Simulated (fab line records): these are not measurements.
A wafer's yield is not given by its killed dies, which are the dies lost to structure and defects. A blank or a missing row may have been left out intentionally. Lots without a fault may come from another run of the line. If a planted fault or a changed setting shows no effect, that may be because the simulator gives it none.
fab line records ; flow sky130
record lots=6; wafers=18; lastDay=50
route steps=708 shown RES_XHIGH@341 SD_N@342 SD_P@359 SALICIDE@361 LI_CONTACT@362
lots that met no fault: from a run of the same line without faults
startH: the number of hours between the record's first day and the start of the first shown wafer of the lot ; waitH: hours from the lot's prior step to this one ; " the same as in the row above ; L1.1+2: a single row standing in for several wafers ; - no value, or no start given ; * or withheld: withheld ; < > ~ a bound
route shown NAME@n: NAME is a module with steps in the file, n the number in the route of the first one ; usual: average and standard deviation across the fault-free wafers ; same: alike in all rows ; chamber/n: place in a boat ; sites: the reading at each site ; _std_site: their standard deviation ; _edge_site: inner sites' mean taken away from outer sites' mean ; radiusMm: for every site, how far away it sits from the centre of the wafer ; mask NAME#n: copy n ; behind: the most recent tool/chamber to have shaped the wafer ; hold: reason for holding the lot/hours on hold/outcome of the hold ; device: whichever transistor did not switch (one of n, p or np) ; end of line: tests of these same wafers at the route's end ; a step with no rows: only its recipe ; killed: not the wafer's yield, but the dies lost to structure and defects at the first sort ; map: dies across one wafer; x = killed, . = not, _ = none there
set.NAME: the run value of the setting; set.NAME@STEP: its run value at that earlier step ; model.NAME: the simulator's own value behind a step, which no gauge read
lots at selected steps of the route; one table per step, one row per wafer
services: when a tool's chamber went out of use (startH, in hours from the record's first day, below 0 if earlier), for how many hours, and the reason
## steps
# step SKY_RES_XHIGH_TW_MEAS_09
# usual RES_XHIGH_TW=1646/13
lot.wafer;tool;chamber;startH;waitH;RES_XHIGH_TW
L937.3;filmMetro-01;-;639.85;0.1;1653
L937.4;filmMetro-01;-;639.85;0.1;1654
L937.5;filmMetro-01;-;639.85;0.1;1651
L939.1;filmMetro-03;-;666.81;0.1;1650
L939.2;filmMetro-03;-;666.81;0.1;1657
L939.4;filmMetro-03;-;666.81;0.1;1655
L941.3;filmMetro-03;-;686.13;0.1;1641
L941.4;filmMetro-03;-;686.13;0.1;1643
L941.5;filmMetro-03;-;686.13;0.1;1640
L942.3;filmMetro-01;-;695.25;0.1;1658
L942.5;filmMetro-01;-;695.25;0.1;1675
L942.6;filmMetro-01;-;695.25;0.1;1664
L953.1;filmMetro-02;-;779.51;0.1;1633
L953.2;filmMetro-02;-;779.51;0.1;1642
L953.3;filmMetro-02;-;779.51;0.1;1643
L954.1;filmMetro-02;-;780.66;0.1;1636
L954.5;filmMetro-02;-;780.66;0.1;1637
L954.6;filmMetro-02;-;780.66;0.1;1640
# step SKY_SD_N_DEHYDRATE_00
# recipe tempC=200; timeS=60
# step SKY_SD_N_HMDS_01
# recipe primeTimeS=60; primeTempC=120
# step SKY_SD_N_COAT_02
# recipe resist=NOVOLAK; spinRpm=3000; resistThkNm=1140
# step SKY_SD_N_SOFTBAKE_03
# recipe tempC=90; timeS=60; resist=NOVOLAK
# step SKY_SD_N_EXPOSE_04
# recipe maskId=NSDM; na=0.6; sourceShape=conventional; sigmaOuter=0.6; polarization=unpolarized; targetCdNm=380; doseMj=141
# step SKY_SD_N_PEB_05
# recipe tempC=withheld; timeS=*; resist=NOVOLAK
# step SKY_SD_N_DEVELOP_06
# recipe resist=NOVOLAK; developer=TMAH; developTimeS=60; devTempC=23
# step SKY_SD_N_CD_MEAS_07
# recipe targetCdNm=380
# usual cdNm=379.7/2.6
lot.wafer;tool;chamber;startH;waitH;cdNm
L937.3;cdSem-01;-;668.85;0.1;376.3
L937.4;cdSem-01;-;668.85;0.1;374.4
L937.5;cdSem-01;-;668.85;0.1;376.1
L939.1;cdSem-02;-;695.51;0.1;381.1
L939.2;cdSem-02;-;695.51;0.1;380.4
L939.4;cdSem-02;-;695.51;0.1;378.8
L941.3;cdSem-01;-;714.35;0.1;379.3
L941.4;cdSem-01;-;714.35;0.1;380.8
L941.5;cdSem-01;-;714.35;0.1;378.1
L942.3;cdSem-01;-;723.99;0.1;378.8
L942.5;cdSem-01;-;723.99;0.1;377.2
L942.6;cdSem-01;-;723.99;0.1;381.3
L953.1;cdSem-02;-;805.81;0.1;378.7
L953.2;cdSem-02;-;805.81;0.1;381.2
L953.3;cdSem-02;-;805.81;0.1;380.0
L954.1;cdSem-02;-;806.70;0.1;383.4
L954.5;cdSem-02;-;806.70;0.1;379.5
L954.6;cdSem-02;-;806.70;0.1;380.0
# step SKY_SD_N_OVL_MEAS_08
# usual SD_N_OVL=0.3/1.5
lot.wafer;tool;chamber;startH;waitH;SD_N_OVL[nm]
L937.3;overlay-01;-;668.94;0.1;-0.5
L937.4;overlay-01;-;668.94;0.1;0.3
L937.5;overlay-01;-;668.94;0.1;-0.6
L939.1;overlay-01;-;695.63;0.1;0.7
L939.2;overlay-01;-;695.63;0.1;1.5
L939.4;overlay-01;-;695.63;0.1;1.2
L941.3;overlay-02;-;714.44;0.1;2.4
L941.4;overlay-02;-;714.44;0.1;3.3
L941.5;overlay-02;-;714.44;0.1;2.8
L942.3;overlay-01;-;724.08;0.1;4.0
L942.5;overlay-01;-;724.08;0.1;1.9
L942.6;overlay-01;-;724.08;0.1;1.0
L953.1;overlay-01;-;805.93;0.1;0.2
L953.2;overlay-01;-;805.93;0.1;0.9
L953.3;overlay-01;-;805.93;0.1;0.1
L954.1;overlay-01;-;806.82;0.1;-2.1
L954.5;overlay-01;-;806.82;0.1;-2.0
L954.6;overlay-01;-;806.82;0.1;-2.0
# step SKY_SD_N_IMPLANT_09
# recipe species=As; energyKev=50; doseCm2=4e+15; tiltDeg=0
# step SKY_SD_N_IMPLANT_10
# recipe species=P; energyKev=20; doseCm2=1e+14; tiltDeg=0
# step SKY_SD_N_STRIP_11
# recipe chemistry=O2/N2; powerW=1400; pressureMtorr=1500; platenTempC=withheld; o2FlowSccm=3000; n2FlowSccm=300; overashFraction=0.5
# usual chamberPressureMTorr=1499.8/1.4; drypumpMotorCurrentA=5.6/0.53; oesProductAu=0.528/0.0046; stripTimeToEndpointS=22.55/0.051
lot.wafer;tool;chamber;startH;waitH;chamberPressureMTorr;drypumpMotorCurrentA;oesProductAu;rfHoursCounterH;stripTimeToEndpointS;model.NOVOLAK_of_SD_N_COAT_02.thkNm
L937.3;plasmaAsher-01;1;669.30;0.1;1499.2;6.1;0.527;-;22.64;0
L937.4;plasmaAsher-01;0;669.30;0.1;1497.6;5.0;0.526;-;22.67;0
L937.5;plasmaAsher-01;1;669.30;0.1;1501.0;6.1;0.527;-;22.60;0
L939.1;plasmaAsher-01;1;695.96;0.1;1501.8;6.1;0.528;26;22.55;0
L939.2;plasmaAsher-01;0;695.96;0.1;1501.9;5.0;0.535;26;22.59;0
L939.4;plasmaAsher-01;0;695.96;0.1;1500.1;5.0;0.531;-;22.57;0
L941.3;plasmaAsher-02;1;714.80;0.1;-;-;-;-;-;1140
L941.4;plasmaAsher-02;0;714.80;0.1;-;-;-;-;-;1140
L941.5;plasmaAsher-02;1;714.80;0.1;-;-;-;-;-;1142
L942.3;plasmaAsher-01;1;724.44;0.1;-;-;-;-;-;1143
L942.5;plasmaAsher-01;0;724.44;0.1;-;-;-;-;-;1147
L942.6;plasmaAsher-01;1;724.44;0.1;-;-;-;-;-;1139
L953.1;plasmaAsher-02;1;806.26;0.1;1501.2;5.7;0.537;69;22.52;0
L953.2;plasmaAsher-02;0;806.26;0.1;1500.7;5.3;0.527;69;22.53;0
L953.3;plasmaAsher-02;1;806.26;0.1;1500.8;5.7;0.542;-;22.53;0
L954.1;plasmaAsher-01;1;807.16;0.1;1499.7;6.1;0.527;37;22.61;0
L954.5;plasmaAsher-01;1;807.16;0.1;1495.9;6.1;0.542;-;22.63;0
L954.6;plasmaAsher-01;0;807.16;0.1;1500.5;5.0;0.524;-;22.65;0
# step SKY_SD_N_TW_MEAS_12
# usual SD_N_TW=3987/23
lot.wafer;tool;chamber;startH;waitH;SD_N_TW
L937.3;filmMetro-02;-;669.38;0.1;3970
L937.4;filmMetro-02;-;669.38;0.1;3986
L937.5;filmMetro-02;-;669.38;0.1;3980
L939.1;filmMetro-01;-;696.06;0.1;4027
L939.2;filmMetro-01;-;696.06;0.1;4008
L939.4;filmMetro-01;-;696.06;0.1;4023
L941.3;filmMetro-03;-;714.88;0.1;3984
L941.4;filmMetro-03;-;714.88;0.1;3972
L941.5;filmMetro-03;-;714.88;0.1;3989
L942.3;filmMetro-02;-;724.53;0.1;3954
L942.5;filmMetro-02;-;724.53;0.1;3931
L942.6;filmMetro-02;-;724.53;0.1;3966
L953.1;filmMetro-03;-;806.36;0.1;3979
L953.2;filmMetro-03;-;806.36;0.1;3979
L953.3;filmMetro-03;-;806.36;0.1;3984
L954.1;filmMetro-01;-;807.26;0.1;3996
L954.5;filmMetro-01;-;807.26;0.1;4002
L954.6;filmMetro-01;-;807.26;0.1;4018
# step SKY_SD_N_CLEAN_13
# recipe chemistry=SC1/SC2; mix=1:4:20; tempC=70; timeS=150; dry=n2Spin
# step SKY_SD_N_RTA_14
# recipe tempC=1075; timeS=2; idleTempC=650; rampUpCPerS=150; rampDownCPerS=90; ambient=N2
# usual lampPowerPct=15.73/0.052; wafer_temp_C_max=1078.0/1.1
lot.wafer;tool;chamber;startH;waitH;lampPowerPct;wafer_temp_C_max
L937.3;rtpAnneal-02;0;669.49;0.0;15.62;1076.2
L937.4;rtpAnneal-02;0;669.49;0.0;15.77;1078.0
L937.5;rtpAnneal-02;0;669.49;0.0;15.66;1078.7
L939.1;rtpAnneal-02;0;696.18;0.0;15.74;1076.4
L939.2;rtpAnneal-02;0;696.18;0.0;15.71;1078.4
L939.4;rtpAnneal-02;0;696.18;0.0;15.75;1078.0
L941.3;rtpAnneal-02;0;715.00;0.0;15.69;1080.0
L941.4;rtpAnneal-02;0;715.00;0.0;15.67;1078.4
L941.5;rtpAnneal-02;0;715.00;0.0;15.74;1077.4
L942.3;rtpAnneal-01;0;724.68;0.0;15.63;1078.6
L942.5;rtpAnneal-01;0;724.68;0.0;15.62;1078.4
L942.6;rtpAnneal-01;0;724.68;0.0;15.68;1077.2
L953.1;rtpAnneal-02;0;806.48;0.0;15.79;1076.7
L953.2;rtpAnneal-02;0;806.48;0.0;15.73;1077.4
L953.3;rtpAnneal-02;0;806.48;0.0;15.72;1078.1
L954.1;rtpAnneal-01;0;807.37;0.0;15.75;1078.0
L954.5;rtpAnneal-01;0;807.37;0.0;15.80;1078.8
L954.6;rtpAnneal-01;0;807.37;0.0;15.73;1075.7
# step SKY_SD_N_RS_MEAS_16
# recipe thkMeasGauge=four-point-probe
# usual SD_N_RS=68.54/0.13
lot.wafer;tool;chamber;startH;waitH;SD_N_RS[ohm/sq]
L937.3;filmMetro-02;-;669.69;0.1;68.53
L937.4;filmMetro-02;-;669.69;0.1;68.51
L937.5;filmMetro-02;-;669.69;0.1;68.46
L939.1;filmMetro-01;-;696.35;0.1;68.68
L939.2;filmMetro-01;-;696.35;0.1;68.59
L939.4;filmMetro-01;-;696.35;0.1;68.71
L941.3;filmMetro-02;-;715.19;0.1;68.51
L941.4;filmMetro-02;-;715.19;0.1;68.69
L941.5;filmMetro-02;-;715.19;0.1;68.54
L942.3;filmMetro-01;-;724.88;0.1;68.37
L942.5;filmMetro-01;-;724.88;0.1;68.37
L942.6;filmMetro-01;-;724.88;0.1;68.33
L953.1;filmMetro-01;-;806.65;0.1;68.44
L953.2;filmMetro-01;-;806.65;0.1;68.62
L953.3;filmMetro-01;-;806.65;0.1;68.46
L954.1;filmMetro-02;-;807.54;0.1;68.59
L954.5;filmMetro-02;-;807.54;0.1;68.66
L954.6;filmMetro-02;-;807.54;0.1;68.60
# step SKY_SD_N_RS_MEAS_17
# recipe thkMeasGauge=four-point-probe
# usual SD_P_RS=147.0/0.4
lot.wafer;tool;chamber;startH;waitH;SD_P_RS[ohm/sq]
L937.3;filmMetro-02;-;669.81;0.1;146.2
L937.4;filmMetro-02;-;669.81;0.1;147.0
L937.5;filmMetro-02;-;669.81;0.1;146.8
L939.1;filmMetro-01;-;696.47;0.1;147.0
L939.2;filmMetro-01;-;696.47;0.1;146.8
L939.4;filmMetro-01;-;696.47;0.1;146.9
L941.3;filmMetro-02;-;715.31;0.1;146.9
L941.4;filmMetro-02;-;715.31;0.1;147.2
L941.5;filmMetro-02;-;715.31;0.1;146.7
L942.3;filmMetro-01;-;725.00;0.1;147.0
L942.5;filmMetro-01;-;725.00;0.1;146.5
L942.6;filmMetro-01;-;725.00;0.1;146.6
L953.1;filmMetro-01;-;806.77;0.1;147.0
L953.2;filmMetro-01;-;806.77;0.1;147.2
L953.3;filmMetro-01;-;806.77;0.1;146.5
L954.1;filmMetro-02;-;807.66;0.1;147.0
L954.5;filmMetro-02;-;807.66;0.1;146.9
L954.6;filmMetro-02;-;807.66;0.1;147.6
# step SKY_SD_N_RS_MEAS_18
# recipe thkMeasGauge=four-point-probe
# usual RES_XHIGH_RS=333.5/1.1
lot.wafer;tool;chamber;startH;waitH;RES_XHIGH_RS[ohm/sq]
L937.3;filmMetro-02;-;669.93;0.1;332.9
L937.4;filmMetro-02;-;669.93;0.1;332.6
L937.5;filmMetro-02;-;669.93;0.1;333.2
L939.1;filmMetro-01;-;696.59;0.1;333.9
L939.2;filmMetro-01;-;696.59;0.1;332.5
L939.4;filmMetro-01;-;696.59;0.1;334.0
L941.3;filmMetro-02;-;715.43;0.1;333.5
L941.4;filmMetro-02;-;715.43;0.1;333.7
L941.5;filmMetro-02;-;715.43;0.1;332.9
L942.3;filmMetro-01;-;725.12;0.1;333.2
L942.5;filmMetro-01;-;725.12;0.1;333.1
L942.6;filmMetro-01;-;725.12;0.1;333.0
L953.1;filmMetro-01;-;806.89;0.1;332.6
L953.2;filmMetro-01;-;806.89;0.1;333.1
L953.3;filmMetro-01;-;806.89;0.1;333.7
L954.1;filmMetro-02;-;807.78;0.1;335.9
L954.5;filmMetro-02;-;807.78;0.1;332.7
L954.6;filmMetro-02;-;807.78;0.1;334.4
# step SKY_SALICIDE_CLEAN_00
# recipe chemistry=HF-last; timeS=30; dilution=100:1; dry=ipaMarangoni
# step SKY_LI_CONTACT_HDPCVD_00
# recipe material=PSG; targetThkNm=930; sigmaOpenFrac=0.3; timeS=155; tempC=600; sih4FlowSccm=60; pressureMtorr=6
# step SKY_LI_CONTACT_CMP_02
# recipe material=PSG; downForcePsi=4; platenRpm=60; padVelocityMS=0.94248
# usual motorCurrentA=11.6/1.6; timeToEndpointS=32.3/2.2
lot.wafer;tool;chamber;startH;waitH;motorCurrentA;timeToEndpointS
L937.3;cmp-01;1;670.19;0.0;9.1;30.1
L937.4;cmp-01;0;670.19;0.0;12.2;33.5
L937.5;cmp-01;2;670.19;0.0;14.8;31.5
L939.1;cmp-01;3;696.89;0.1;10.2;35.6
L939.2;cmp-01;0;696.89;0.1;12.3;37.4
L939.4;cmp-01;1;696.89;0.1;9.4;36.9
L941.4;cmp-01;3;715.80;0.1;10.7;34.4
L941.3;cmp-01;0;715.80;0.1;12.2;33.2
L941.5;cmp-01;3;715.80;0.1;10.4;31.6
L942.3;cmp-01;1;725.49;0.1;9.6;32.3
L942.6;cmp-01;3;725.49;0.1;10.5;34.3
L942.5;cmp-01;0;725.49;0.1;12.4;31.5
L953.3;cmp-01;1;807.19;0.0;9.5;33.1
L953.2;cmp-01;2;807.19;0.0;14.3;30.5
L953.1;cmp-01;3;807.19;0.0;10.5;31.0
L954.1;cmp-02;1;808.23;0.2;11.8;27.9
L954.5;cmp-02;2;808.23;0.2;10.1;30.8
L954.6;cmp-02;3;808.23;0.2;12.6;29.9
# step SKY_LI_CONTACT_BOW_MEAS_03
# recipe mode=bow
# usual LI_CONTACT_BOW=55/6.6
lot.wafer;tool;chamber;startH;waitH;hold;LI_CONTACT_BOW[um]
L937.3;filmMetro-02;-;670.53;0.3;-;46
L937.4;filmMetro-02;-;670.53;0.3;-;59
L937.5;filmMetro-02;-;670.53;0.3;-;48
L939.1;filmMetro-03;-;697.19;0.2;-;50
L939.2;filmMetro-03;-;697.19;0.2;-;55
L939.4;filmMetro-03;-;697.19;0.2;-;44
L941.3;filmMetro-03;-;716.14;0.2;awaitDispo/0.2h/release;47
L941.4;filmMetro-03;-;716.14;0.2;awaitDispo/0.2h/release;33
L941.5;filmMetro-03;-;716.14;0.2;awaitDispo/0.2h/release;37
L941.3;filmMetro-03;-;716.43;0.3;-;-
L941.4;filmMetro-03;-;716.43;0.3;-;-
L941.5;filmMetro-03;-;716.43;0.3;-;-
L942.3;filmMetro-01;-;725.73;0.2;-;55
L942.5;filmMetro-01;-;725.73;0.2;-;56
L942.6;filmMetro-01;-;725.73;0.2;-;54
L953.1;filmMetro-03;-;807.49;0.1;-;58
L953.2;filmMetro-03;-;807.49;0.1;-;66
L953.3;filmMetro-03;-;807.49;0.1;-;56
L954.1;filmMetro-03;-;808.38;0.1;-;58
L954.5;filmMetro-03;-;808.38;0.1;-;69
L954.6;filmMetro-03;-;808.38;0.1;-;69
## services
tool;chamber;startH;hours;kind
cmp-02;-;689.35;0.3;repair
cmp-02;-;714.43;7.1;pm
cmp-02;-;724.67;7.1;repair
cmp-02;-;731.78;4.5;pm
cmp-01;-;744.16;4.0;pm
cmp-02;-;745.83;0.5;repair
cmp-01;-;748.16;-;consumableReplace:conditioner
cmp-01;-;748.16;-;consumableReplace:pad
cmp-01;-;754.12;1.3;repair
cmp-01;-;791.95;5.6;pm
cmp-02;-;803.27;0.6;repair
## key
firstSign step=SKY_SD_N_STRIP_11; reading=toolRecord; direction=missing
effect step=SKY_LI_CONTACT_BOW_MEAS_03; reading=visit; direction=added
modelEffect step=SKY_SD_N_STRIP_11; value=NOVOLAK_of_SD_N_COAT_02.thkNm; without=0; struck=1142
metAt SKY_SD_N_STRIP_11
struckWafers L941.3,L941.4,L941.5,L942.3,L942.5,L942.6
laterRowsLeftOut L941.3,L941.4,L941.5,L942.3,L942.5,L942.6
sortLeftOut L941.3,L941.4,L941.5,L942.3,L942.5,L942.6
testerLeftOut L941,L942
onsetBetween 695.96 714.80
fault kind=skippedStepWhole; tool=plasmaAsher-01,plasmaAsher-02; chamber=-; onsetH=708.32; steps=SKY_SD_N_STRIP_11; scope=struckLotsOnly
# testerLeftOut: of these lots the tester's yield and bins aren't shown, on N5 and GAA mostly nor the transistor test; their killed dies are dies lost to structure and defects alone, not to doping, threshold or leakage, so they don't give the yield
# sortLeftOut: the simulated sort isn't trusted on such a fault, so these wafers' sort isn't shown, and their yield isn't known
# laterRowsLeftOut: the simulator's readings of these wafers behind a module that went badly wrong aren't trusted and aren't shown, but for the sort
